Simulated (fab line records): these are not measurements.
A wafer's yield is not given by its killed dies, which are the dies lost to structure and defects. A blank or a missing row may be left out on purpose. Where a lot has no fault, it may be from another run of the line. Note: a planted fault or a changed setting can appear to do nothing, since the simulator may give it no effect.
The tool behind it: which one?	flow gf180mcu	11 lots with 33 wafers sampled at 6 steps, on a route of 602 steps

== WHAT EACH GAUGE READ, for each wafer ==
GF_M2_CD_MEAS_14: target cd 280 nm.
lot	measured	on	cd nm (nm)
L778	day 19 20:08	cd sem-01	278.3 279.0 279.1
L779	day 20 07:47	cd sem-01	278.8 278.3 278.5
L783	day 21 05:40	cd sem-02	281.4 280.0 280.2
L784	day 22 00:50	cd sem-02	279.4 280.0 277.9
L785	day 22 10:49	cd sem-02	278.9 279.8 279.2
L789	day 23 19:58	cd sem-02	278.3 278.3 277.3
L795	day 25 17:17	cd sem-01	278.9 279.2 280.4
L797	day 26 03:44	cd sem-02	281.4 279.9 279.8
L798	day 26 09:59	cd sem-02	279.7 279.8 280.6
L799	day 26 19:44	cd sem-02	282.2 282.0 281.2
L800	day 26 23:35	cd sem-02	280.3 281.8 280.9

GF_V2_RS_MEAS_24: a four-point-probe measurement.
lot	measured	on	V2_W_RS (ohm/sq)
L778	day 20 22:38	film metro-02	0.330 0.329 0.332
L779	day 21 10:43	film metro-03	0.331 0.338 0.331
L783	day 22 07:44	film metro-03	0.333 0.332 0.334
L784	day 23 02:02	film metro-03	0.330 0.334 0.336
L785	day 23 12:07	film metro-02	0.197 0.197 0.197
L789	day 24 19:59	film metro-03	0.195 0.199 0.197
L795	day 26 16:11	film metro-02	0.326 0.329 0.330
L797	day 27 02:28	film metro-01	0.331 0.326 0.331
L798	day 27 09:34	film metro-02	0.327 0.329 0.323
L799	day 27 18:56	film metro-02	0.330 0.330 0.328
L800	day 27 21:46	film metro-02	0.333 0.328 0.333

GF_V2_THK_MEAS_25: measures by xrf.
lot	measured	on	V2_W_THK (nm)
L778	day 20 22:45	film metro-02	346 346 345
L779	day 21 10:50	film metro-03	349 342 351
L783	day 22 07:51	film metro-03	345 348 344
L784	day 23 02:10	film metro-03	354 348 346
L785	day 23 12:14	film metro-02	- - 568
L789	day 24 20:07	film metro-03	- - -
L795	day 26 16:18	film metro-02	349 346 344
L797	day 27 02:35	film metro-01	338 345 341
L798	day 27 09:41	film metro-02	348 347 353
L799	day 27 19:03	film metro-02	347 345 346
L800	day 27 21:52	film metro-02	341 349 342

== TOOL THAT RAN EACH LOT (tool first, then ch and the chambers of the sampled wafers, then the start) ==
lot	GF_V2_ETCH_17	GF_V2_SPUTTER_22	GF_V2_CVD_23
L778	rie diel-03 ch 0,1,2, day 20 22:29 or earlier	pvd sputter-02, day 20 22:29	cvd w-02 ch 0,1, day 20 22:31
L779	rie diel-03 ch 0,1,3, day 21 10:33 or earlier	pvd sputter-01, day 21 10:33	cvd w-01 ch 0,1, day 21 10:35
L783	rie diel-04 ch 1,3, day 22 07:34 or earlier	pvd sputter-01, day 22 07:34	cvd w-01 ch 0,1, day 22 07:37
L784	rie diel-04 ch 1,2, day 23 01:53 or earlier	pvd sputter-01, day 23 01:53	cvd w-01 ch 0,1, day 23 01:56
L785	rie diel-02 ch 2,3, day 23 11:58 or earlier	pvd sputter-03, day 23 11:58	cvd w-01 ch 0,1, day 23 12:01
L789	rie diel-04 ch 2,3, day 24 19:50 or earlier	pvd sputter-03, day 24 19:50	cvd w-01 ch 0,1, day 24 19:53
L795	rie diel-04 ch 0,1,2, day 26 16:02 or earlier	pvd sputter-03, day 26 16:02	cvd w-02 ch 0, day 26 16:04
L797	rie diel-03 ch 1,2,3, day 27 02:19 or earlier	pvd sputter-01, day 27 02:19	cvd w-01 ch 0,1, day 27 02:22
L798	rie diel-04 ch 1,2,3, day 27 09:24 or earlier	pvd sputter-01, day 27 09:24	cvd w-02 ch 0,1, day 27 09:26
L799	rie diel-04 ch 0,2,3, day 27 18:46 or earlier	pvd sputter-03, day 27 18:46	cvd w-01 ch 0,1, day 27 18:49
L800	rie diel-04 ch 0,3, day 27 21:35 or earlier	pvd sputter-03, day 27 21:35	cvd w-02 ch 0,1, day 27 21:40
- GF_V2_ETCH_17: etches SiO2 in C4F8/O2/Ar, stops on TiN, target depth 630 nm.
- GF_V2_SPUTTER_22: material TiN, target thk 10 nm, time 40 s.
- GF_V2_CVD_23: deposits W, target thk 350 nm, time 104.94 s.

== AS READ BY THE TOOLS THEMSELVES (means over the sampled wafers that have a number; for cases with no such wafer, the mark the record gives instead) ==
GF_V2_ETCH_17.
lot	tool	oes product au (a.u.)
L778	rie diel-03	0.851
L779	rie diel-03	0.855
L783	rie diel-04	0.854
L784	rie diel-04	0.853
L785	rie diel-02	0.857
L789	rie diel-04	0.857
L795	rie diel-04	0.854
L797	rie diel-03	0.853
L798	rie diel-04	0.856
L799	rie diel-04	0.855
L800	rie diel-04	0.855

GF_V2_SPUTTER_22.
lot	tool	throttle valve pct (%)
L778	pvd sputter-02	30.9
L779	pvd sputter-01	29.4
L783	pvd sputter-01	29.3
L784	pvd sputter-01	30.8
L785	pvd sputter-03	30.2
L789	pvd sputter-03	29.4
L795	pvd sputter-03	30.2
L797	pvd sputter-01	29.3
L798	pvd sputter-01	29.3
L799	pvd sputter-03	30.2
L800	pvd sputter-03	30.1

GF_V2_CVD_23.
lot	tool	heater power outer w (W)	heater power w (W)	susceptor temp C (C)
L778	cvd w-02	485	728	399.99
L779	cvd w-01	479	798	399.94
L783	cvd w-01	472	781	400.05
L784	cvd w-01	479	789	399.93
L785	cvd w-01	753	1191	453.52
L789	cvd w-01	669	1068	453.62
L795	cvd w-02	439	657	399.79
L797	cvd w-01	532	879	400.15
L798	cvd w-02	486	728	399.82
L799	cvd w-01	531	860	400.17
L800	cvd w-02	489	754	400.02

== THE ANSWER, worked out from the rows above alone ==
Rule: what is usual is taken from the lots themselves. The widest of any qualifying gaps counts: lots, ordered by their means at a reading, are off when they make up no more than a third of the lots, leave a main group of 4 or more, and stand apart from it by 3 or more times the standard deviation of that group's means. A main group is skipped when, at the precision printed for the reading in the tables above, its means are all equal. A lot without any number at a reading at which 4 lots or more have one is off too. Where the step has rows for the other lots, those lots are counted as sound. The gauges are gone through in route order, then the tools' own readings, and for those a lot's mean is taken as printed above. At the first step where some lot is off, the reading lying furthest off is the one used; lots without a number count as furthest.
Off: L785, L789, at GF_V2_RS_MEAS_24 (V2_W_RS). The main group: mean 0.331 ohm/sq, standard deviation 0.0023.
If a tool, at a process step before that reading, ran all the lots that are off and no sound lot after the first of them, it fits. The gauges at GF_V2_RS_MEAS_24 aren't tried: what is off there is off at GF_V2_CVD_23 too, on other tools, and a gauge's error can't cause that. Because GF_V2_ETCH_17 lacks a start for some lots, the hours and order of its lots are taken from GF_V2_SPUTTER_22. Of those tried, none fits.

== WHAT HAD BEEN PUT IN BY THE SIMULATOR ==
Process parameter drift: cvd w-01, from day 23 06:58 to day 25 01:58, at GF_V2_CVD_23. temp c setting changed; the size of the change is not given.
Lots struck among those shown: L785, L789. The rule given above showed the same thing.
